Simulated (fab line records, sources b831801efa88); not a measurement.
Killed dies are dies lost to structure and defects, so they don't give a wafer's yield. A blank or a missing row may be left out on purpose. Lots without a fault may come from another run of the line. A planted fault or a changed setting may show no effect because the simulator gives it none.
Which tool did it? | flow sky130 | 12 lots, 36 wafers sampled, at 3 steps of a route of 708

WHAT THE GAUGES READ, wafer by wafer
SKY_VIA4_THK_MEAS_01.
lot  | measured     | on            | VIA4_HDPCVD_THK (nm)
L075 | day 42 19:19 | film_metro-04 | 1727 1742 1766
L076 | day 42 20:32 | film_metro-02 | 1780 1768 1760
L079 | day 44 12:56 | film_metro-04 | 1749 1789 1742
L080 | day 44 13:58 | film_metro-04 | 1730 1762 1723
L084 | day 44 20:28 | film_metro-04 | 1744 1726 1731
L085 | day 44 23:01 | film_metro-01 | 1769 1739 1780
L087 | day 45 10:02 | film_metro-01 | 1746 1741 1772
L089 | day 45 20:08 | film_metro-01 | 1790 1739 1776
L091 | day 46 11:57 | film_metro-01 | 1764 1789 1773
L093 | day 47 02:47 | film_metro-01 | 1778 1793 1788
L095 | day 47 14:33 | film_metro-04 | 1761 1756 1761
L097 | day 47 22:30 | film_metro-02 | 1772 1760 1747

WHICH TOOL RAN EACH LOT (tool, then ch and the chambers of the sampled wafers, then the start)
lot  | SKY_CAP2M_STRIP_14                   | SKY_METAL4_DESCUM_15
L075 | plasma_asher-04 ch 0,1, day 41 17:32 | rie_metal-02 ch 0,1, day 42 18:08
L076 | plasma_asher-03 ch 0,1, day 41 19:19 | rie_metal-02 ch 0,1, day 42 19:22
L079 | plasma_asher-02 ch 0,1, day 43 12:02 | rie_metal-01 ch 0,1, day 44 11:34
L080 | plasma_asher-03 ch 0,1, day 43 13:41 | rie_metal-01 ch 0,1, day 44 12:46
L084 | plasma_asher-04 ch 0,1, day 43 20:14 | rie_metal-02 ch 0, day 44 19:14
L085 | plasma_asher-04 ch 0,1, day 43 22:44 | rie_metal-02 ch 0, day 44 21:46
L087 | plasma_asher-03 ch 0,1, day 44 09:26 | rie_metal-03 ch 0,1, day 45 08:55
L089 | plasma_asher-04 ch 0,1, day 44 20:41 | rie_metal-03 ch 0,1, day 45 19:02
L091 | plasma_asher-04 ch 0,1, day 45 13:20 | rie_metal-01 ch 0,1, day 46 10:49
L093 | plasma_asher-03 ch 0,1, day 46 05:05 | rie_metal-02 ch 0,1, day 47 01:40
L095 | plasma_asher-04 ch 0,1, day 46 16:05 | rie_metal-02 ch 0,1, day 47 13:16
L097 | plasma_asher-02 ch 0,1, day 47 00:08 | rie_metal-03 ch 0,1, day 47 21:10
- SKY_CAP2M_STRIP_14: strips in O2/N2.
- SKY_METAL4_DESCUM_15: chemistry O2, time 8 s.

THE ANSWER, worked out from the rows above alone
Rule: what is usual is taken from the lots themselves. Put in order of their means at a reading, lots are off if they are a third of the lots or fewer, leave a main group of 4 or more, and stand apart from it by a gap of 3 or more times the standard deviation of the main group's means; of several such gaps the widest counts. A main group whose means are all the same, to the digits that the tables above print for the reading, isn't used. A lot without any number at a reading at which 4 lots or more have one is off too. The other lots that the step has rows for count as sound.
No lot is off at any reading shown: from this, nothing can be told.

WHAT THE SIMULATOR HAD PUT IN
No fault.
